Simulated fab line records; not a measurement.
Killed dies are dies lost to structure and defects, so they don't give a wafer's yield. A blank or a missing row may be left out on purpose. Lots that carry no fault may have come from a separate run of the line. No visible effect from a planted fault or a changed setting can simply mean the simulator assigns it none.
What tool caused it? + flow gf180mcu + 12 lots with 36 wafers sampled at 3 steps, on a route of 602 steps

WHAT THE GAUGES READ, wafer by wafer
GF_V2_CD_MEAS_14: the cd target is 260 nm. Usual: 260.3 nm for cd_nm, sd 1.4.
| lot  | measured     | on        | cd_nm (nm)        | flag |
|------|--------------|-----------|-------------------|------|
| L475 | day 20 12:51 | cd_sem-01 | 262.0 262.4 263.8 |      |
| L476 | day 20 23:53 | cd_sem-01 | 259.3 258.8 259.7 |      |
| L477 | day 21 10:23 | cd_sem-01 | 259.6 259.2 258.9 |      |
| L479 | day 22 03:47 | cd_sem-02 | 261.5 263.5 261.8 |      |
| L481 | day 22 23:42 | cd_sem-01 | 261.4 262.0 262.0 |      |
| L486 | day 24 16:14 | cd_sem-02 | 260.3 259.0 260.8 |      |
| L490 | day 26 06:02 | cd_sem-01 | 263.0 262.6 261.9 |      |
| L493 | day 26 21:29 | cd_sem-02 | 259.2 261.7 261.5 |      |
| L495 | day 27 13:42 | cd_sem-02 | 258.6 259.2 259.5 |      |
| L496 | day 27 17:59 | cd_sem-02 | 259.4 259.3 259.1 |      |

TOOL THAT RAN EACH LOT (tool first, then ch and the chambers of the sampled wafers, then the start)
| lot  | GF_V1_ETCH_16                      | GF_V1_CMP_26                  |
|------|------------------------------------|-------------------------------|
| L475 | rie_diel-03 ch 1,2, day 18 10:11   | cmp-01 ch 1,2,3, day 18 11:22 |
| L476 | rie_diel-04 ch 0,3, day 18 19:53   | cmp-02 ch 1,2,3, day 18 21:24 |
| L477 | rie_diel-02 ch 1,2,3, day 19 06:26 | cmp-02 ch 0,1,2, day 19 07:56 |
| L479 | rie_diel-02 ch 0,3, day 20 01:43   | cmp-02 ch 0,2,3, day 20 02:59 |
| L481 | rie_diel-04 ch 0,2,3, day 20 21:05 | cmp-01 ch 2,3, day 20 22:31   |
| L483 | rie_diel-03 ch 1,2, day 21 20:07   | cmp-01 ch 0,1,3, day 21 21:10 |
| L484 | rie_diel-04 ch 2,3, day 22 04:07   | cmp-02 ch 0,1, day 22 05:12   |
| L486 | rie_diel-02 ch 0,1, day 22 16:13   | cmp-02 ch 1,3, day 22 17:19   |
| L490 | rie_diel-04 ch 2,3, day 24 08:31   | cmp-01 ch 2,3, day 24 09:34   |
| L493 | rie_diel-04 ch 0,1,3, day 25 00:53 | cmp-02 ch 0,1,2, day 25 01:56 |
| L495 | rie_diel-04 ch 0,1,2, day 25 18:32 | cmp-02 ch 0,1,3, day 25 19:43 |
| L496 | rie_diel-02 ch 0,2, day 25 22:11   | cmp-02 ch 1,2,3, day 25 23:21 |
- GF_V1_ETCH_16: etches BARC in N2/H2.
- GF_V1_CMP_26: polishes, stops on SiO2, t overpolish 15 s, target thk 0 nm.

AS READ BY THE TOOLS THEMSELVES (means over the sampled wafers that have a number; for cases with no such wafer, the mark the record gives instead)
GF_V1_ETCH_16. Usual: drypump_motor_current_A 5.9 A, standard deviation 0.49; oes_product_au 0.855 a.u., standard deviation 0.0045; rf_fwd_power_W 494.6 W, standard deviation 2.2; throttle_valve_pct 13.226 %, standard deviation 0.0091.
| lot  | tool        | drypump_motor_current_A (A) | oes_product_au (a.u.) | rf_fwd_power_W (W) | throttle_valve_pct (%) | flag |
|------|-------------|-----------------------------|-----------------------|--------------------|------------------------|------|
| L475 | rie_diel-03 | 5.5                         | 0.850                 | 491.8              | 13.223                 |      |
| L476 | rie_diel-04 | 6.1                         | 0.854                 | 495.5              | 13.220                 |      |
| L477 | rie_diel-02 | 5.9                         | 0.858                 | 494.9              | 13.227                 |      |
| L479 | rie_diel-02 | 6.0                         | 0.853                 | 493.2              | 13.236                 |      |
| L481 | rie_diel-04 | 6.2                         | 0.857                 | 496.5              | 13.224                 |      |
| L483 | rie_diel-03 | 5.5                         | 0.852                 | 492.2              | 13.232                 |      |
| L484 | rie_diel-04 | 6.3                         | 0.854                 | 492.7              | 13.224                 |      |
| L486 | rie_diel-02 | 6.2                         | 0.856                 | 492.4              | 13.227                 |      |
| L490 | rie_diel-04 | 6.3                         | 0.852                 | 493.9              | 13.225                 |      |
| L493 | rie_diel-04 | 5.9                         | 0.851                 | 495.5              | 13.216                 |      |
| L495 | rie_diel-04 | 6.2                         | 0.852                 | 494.1              | 13.230                 |      |
| L496 | rie_diel-02 | 6.6                         | 0.849                 | 495.0              | 13.232                 |      |

GF_V1_CMP_26. Usual: edge_zone_pressure_frac 1.001, standard deviation 0.0047; head_pressure_psi 3.500 psi, standard deviation 0.0071; motor_current_A 11.1 A, standard deviation 1; overpolish_run_s 15.000 s, standard deviation 0.0093; time_to_endpoint_s 82.9 s, standard deviation 2.7.
| lot  | tool   | edge_zone_pressure_frac | head_pressure_psi (psi) | motor_current_A (A) | overpolish_run_s (s) | time_to_endpoint_s (s) | flag |
|------|--------|-------------------------|-------------------------|---------------------|----------------------|------------------------|------|
| L475 | cmp-01 | 1.006                   | 3.499                   | 10.8                | 15.001               | 84.3                   |      |
| L476 | cmp-02 | 1.003                   | 3.496                   | 11.6                | 14.992               | 82.8                   |      |
| L477 | cmp-02 | 1.005                   | 3.497                   | 11.4                | 15.001               | 81.7                   |      |
| L479 | cmp-02 | 1.000                   | 3.509                   | 11.2                | 15.001               | 81.9                   |      |
| L481 | cmp-01 | 0.997                   | 3.492                   | 11.0                | 15.002               | 84.1                   |      |
| L483 | cmp-01 | -                       | -                       | -                   | -                    | -                      | OFF  |
| L484 | cmp-02 | -                       | -                       | -                   | -                    | -                      | OFF  |
| L486 | cmp-02 | 1.002                   | 3.500                   | 10.9                | 15.008               | 80.3                   |      |
| L490 | cmp-01 | 0.992                   | 3.497                   | 10.9                | 14.998               | 82.9                   |      |
| L493 | cmp-02 | 1.002                   | 3.494                   | 11.9                | 15.004               | 83.8                   |      |
| L495 | cmp-02 | 1.003                   | 3.495                   | 10.4                | 15.000               | 83.9                   |      |
| L496 | cmp-02 | 0.997                   | 3.498                   | 11.3                | 14.999               | 80.9                   |      |

THE ANSWER, worked out from the rows above alone
Rule: take the mean of a lot's wafers that have a number; if it is more than 3 standard deviations from the usual mean, the lot is off. Also off: a lot with no number at a reading for which 4 or more lots have one. All remaining lots with rows at the step are treated as sound. Order of review: gauges by route order, followed by the tools' own readings, for which a lot's mean as printed above is used. The first step at which some lot is off is used, and at that step the reading that is off furthest; a lot without a number counts as furthest.
Off: L483, L484, at GF_V1_CMP_26 (edge_zone_pressure_frac). Without a number there: L483, L484.
A tool fits if, at that step or a process step before it, it ran every lot that is off, and no sound lot after the first of them. Of those tried, none fits.

WHAT THE SIMULATOR HAD INSERTED
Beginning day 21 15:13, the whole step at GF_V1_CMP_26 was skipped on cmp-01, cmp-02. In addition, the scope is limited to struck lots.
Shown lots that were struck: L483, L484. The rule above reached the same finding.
